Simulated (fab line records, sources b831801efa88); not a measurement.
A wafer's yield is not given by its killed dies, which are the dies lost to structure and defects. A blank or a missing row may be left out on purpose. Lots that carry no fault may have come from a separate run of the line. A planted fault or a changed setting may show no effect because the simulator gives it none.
Chamber matching / flow sky130 / 4 sister chambers for SKY_VIA2_ETCH_14 on rieDiel-01
The step etches BARC in N2/H2, stops on SiO2, time 45.9 s, target depth 60 nm. 8 wafers are shown with their chamber, then 9 later ones without.

== EACH WAFER AND ITS CHAMBER ==
wafer=L079.2; chamber=0; n2FlowSccm (sccm)=100.0; throttleValvePct (%)=13.236
wafer=L084.5; chamber=2; n2FlowSccm (sccm)=99.7; throttleValvePct (%)=13.216
wafer=L085.3; chamber=3; n2FlowSccm (sccm)=99.6; throttleValvePct (%)=13.208
wafer=L085.5; chamber=1; n2FlowSccm (sccm)=100.1; throttleValvePct (%)=13.236
wafer=L085.6; chamber=2; n2FlowSccm (sccm)=99.9; throttleValvePct (%)=13.229
wafer=L088.1; chamber=0; n2FlowSccm (sccm)=100.1; throttleValvePct (%)=13.223
wafer=L088.2; chamber=1; n2FlowSccm (sccm)=100.1; throttleValvePct (%)=13.236
wafer=L088.3; chamber=3; n2FlowSccm (sccm)=100.2; throttleValvePct (%)=13.240

== WAFERS WITHOUT THEIR CHAMBER ==
wafer=L090.2; n2FlowSccm (sccm)=99.3; throttleValvePct (%)=13.228
wafer=L090.4; n2FlowSccm (sccm)=100.4; throttleValvePct (%)=13.230
wafer=L090.5; n2FlowSccm (sccm)=99.9; throttleValvePct (%)=13.200
wafer=L096.2; n2FlowSccm (sccm)=99.8; throttleValvePct (%)=13.219
wafer=L096.3; n2FlowSccm (sccm)=100.1; throttleValvePct (%)=13.223
wafer=L096.6; n2FlowSccm (sccm)=100.0; throttleValvePct (%)=13.231
wafer=L097.2; n2FlowSccm (sccm)=99.6; throttleValvePct (%)=13.229
wafer=L097.3; n2FlowSccm (sccm)=100.1; throttleValvePct (%)=13.228
wafer=L097.5; n2FlowSccm (sccm)=100.2; throttleValvePct (%)=13.214

== WHICH CHAMBER EACH WENT THROUGH ==
wafer=L090.2; from the rows above=can't be placed: 2 or 3 or 0 or 1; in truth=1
wafer=L090.4; from the rows above=can't be placed: 1 or 0 or 3 or 2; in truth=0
wafer=L090.5; from the rows above=can't be placed: 2 or 3 or 0 or 1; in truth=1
wafer=L096.2; from the rows above=can't be placed: 2 or 3 or 0 or 1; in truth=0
wafer=L096.3; from the rows above=can't be placed: 0 or 3 or 1 or 2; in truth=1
wafer=L096.6; from the rows above=can't be placed: 0 or 1 or 3 or 2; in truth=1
wafer=L097.2; from the rows above=can't be placed: 2 or 3 or 0 or 1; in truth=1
wafer=L097.3; from the rows above=can't be placed: 0 or 1 or 3 or 2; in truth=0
wafer=L097.5; from the rows above=can't be placed: 0 or 3 or 1 or 2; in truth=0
0 of 9 placed correctly. Unplaceable from these rows: 9, with the true chamber sitting among the candidates in 9. 0 placed wrongly.
How it was worked out, from the rows above alone: a wafer's distance from a chamber is the root of the sum, over the readings, of the square of ((its reading less the chamber's mean) divided by the reading's scatter). The wafer belongs to the nearest chamber; if the next one is less than 2 further off, it can't be placed. A chamber's mean is the mean of its shown wafers. The scatter: the root of (the sum of the squares of (reading less its chamber's mean) over the shown wafers, divided by (wafers less chambers)).
